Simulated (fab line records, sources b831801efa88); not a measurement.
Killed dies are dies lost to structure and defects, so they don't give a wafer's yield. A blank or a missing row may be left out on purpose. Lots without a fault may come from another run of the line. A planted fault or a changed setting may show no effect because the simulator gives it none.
Tool commonality check | flow sky130 | 14 lots, 42 wafers sampled

WHY IT WAS OPENED
At SKY_SONOS_TUNNEL_TW_MEAS_12 the reading SONOS_TUNNEL_TW is flagged on 2 of 14 lots. Wafers without a fault read 197.1, standard deviation 1.9.
Rule: a lot is flagged when every wafer of it that has a number lies more than 4 standard deviations from that mean, or none has a number. The other lots count as sound.

lot  | measured     | on            | SONOS_TUNNEL_TW, wafer by wafer | flag
L812 | day 9 15:07  | film_metro-02 | 196.3 196.1 194.9               |
L813 | day 9 20:53  | film_metro-03 | 199.7 199.3 200.3               |
L815 | day 10 09:08 | film_metro-02 | 195.3 194.5 193.9               |
L821 | day 11 17:48 | film_metro-02 | 239.0 239.0 239.4               | FLAGGED
L822 | day 12 02:53 | film_metro-02 | 196.8 196.6 197.6               |
L823 | day 12 09:08 | film_metro-02 | 240.1 239.4 241.4               | FLAGGED
L824 | day 12 16:11 | film_metro-04 | 197.1 197.1 196.4               |
L825 | day 12 20:50 | film_metro-03 | 199.4 199.4 198.8               |
L826 | day 13 05:03 | film_metro-03 | 199.5 198.8 198.8               |
L827 | day 13 15:59 | film_metro-02 | 196.2 196.8 196.4               |
L828 | day 13 18:11 | film_metro-03 | 199.5 199.9 199.5               |
L829 | day 22 17:31 | film_metro-02 | 196.2 195.4 195.6               |
L830 | day 22 17:31 | film_metro-03 | 200.1 199.2 199.0               |
L833 | day 22 17:50 | film_metro-02 | 196.8 194.8 196.0               |
The numbers of the flagged lots are 239.7 on average: +42.6 against the usual, or +22 standard deviations.

WHICH TOOL RAN EACH LOT
The record holds 1 process step before the reading, out of a route of 708 steps. In each cell: the tool, then ch and the chambers that the sampled wafers went through, then the start.
lot  | flag    | SKY_SONOS_TUNNEL_IMPLANT_09
L812 |         | implanter-03 ch 0, day 9 14:42
L813 |         | implanter-02 ch 0, day 9 20:28
L815 |         | implanter-02 ch 0, day 10 08:44
L821 | FLAGGED | implanter-02 ch 0, day 11 17:04
L822 |         | implanter-02 ch 0, day 12 02:28
L823 | FLAGGED | implanter-02 ch 0, day 12 08:23
L824 |         | implanter-01 ch 0, day 12 15:44
L825 |         | implanter-01 ch 0, day 12 20:23
L826 |         | implanter-01 ch 0, day 13 04:37
L827 |         | implanter-01 ch 0, day 13 15:34
L828 |         | implanter-03 ch 0, day 13 17:46
L829 |         | implanter-01 ch 0, day 22 16:56
L830 |         | implanter-02 ch 0, day 22 17:07
L833 |         | implanter-02 ch 0, day 22 17:25
What these steps do:
- SKY_SONOS_TUNNEL_IMPLANT_09
- SKY_SONOS_TUNNEL_TW_MEAS_12

FLAGGED OVER TOTAL, TOOL BY TOOL (the gauges that took the reading come last)
step                        | tool          | lots run | flagged | share of the flagged lots | sound lots run after its first flagged lot
SKY_SONOS_TUNNEL_IMPLANT_09 | implanter-01  | 5        | 0       | none                      | -
SKY_SONOS_TUNNEL_IMPLANT_09 | implanter-02  | 7        | 2       | all                       | 3 (L822,L830,L833)
SKY_SONOS_TUNNEL_IMPLANT_09 | implanter-03  | 2        | 0       | none                      | -
SKY_SONOS_TUNNEL_TW_MEAS_12 | film_metro-02 | 8        | 2       | all                       | 4 (L822,L827,L829,L833)
SKY_SONOS_TUNNEL_TW_MEAS_12 | film_metro-03 | 5        | 0       | none                      | -
SKY_SONOS_TUNNEL_TW_MEAS_12 | film_metro-04 | 1        | 0       | none                      | -

WHAT THE TABLE ALLOWS
2 rows of the table ran every flagged lot: implanter-02 at SKY_SONOS_TUNNEL_IMPLANT_09, film_metro-02 at SKY_SONOS_TUNNEL_TW_MEAS_12.
- implanter-02 at SKY_SONOS_TUNNEL_IMPLANT_09: 2 of its 7 lots flagged. Sound lots ran on it after the first flagged one (L822, L830, L833), which a lasting fault on the whole tool wouldn't allow.
- film_metro-02 at SKY_SONOS_TUNNEL_TW_MEAS_12: 2 of its 8 lots flagged. Sound lots ran on it after the first flagged one (L822, L827, L829, L833), which a lasting fault on the whole tool wouldn't allow.
No row of the table ran every flagged lot and no sound lot after the first.

WHAT THE SIMULATOR HAD PUT IN
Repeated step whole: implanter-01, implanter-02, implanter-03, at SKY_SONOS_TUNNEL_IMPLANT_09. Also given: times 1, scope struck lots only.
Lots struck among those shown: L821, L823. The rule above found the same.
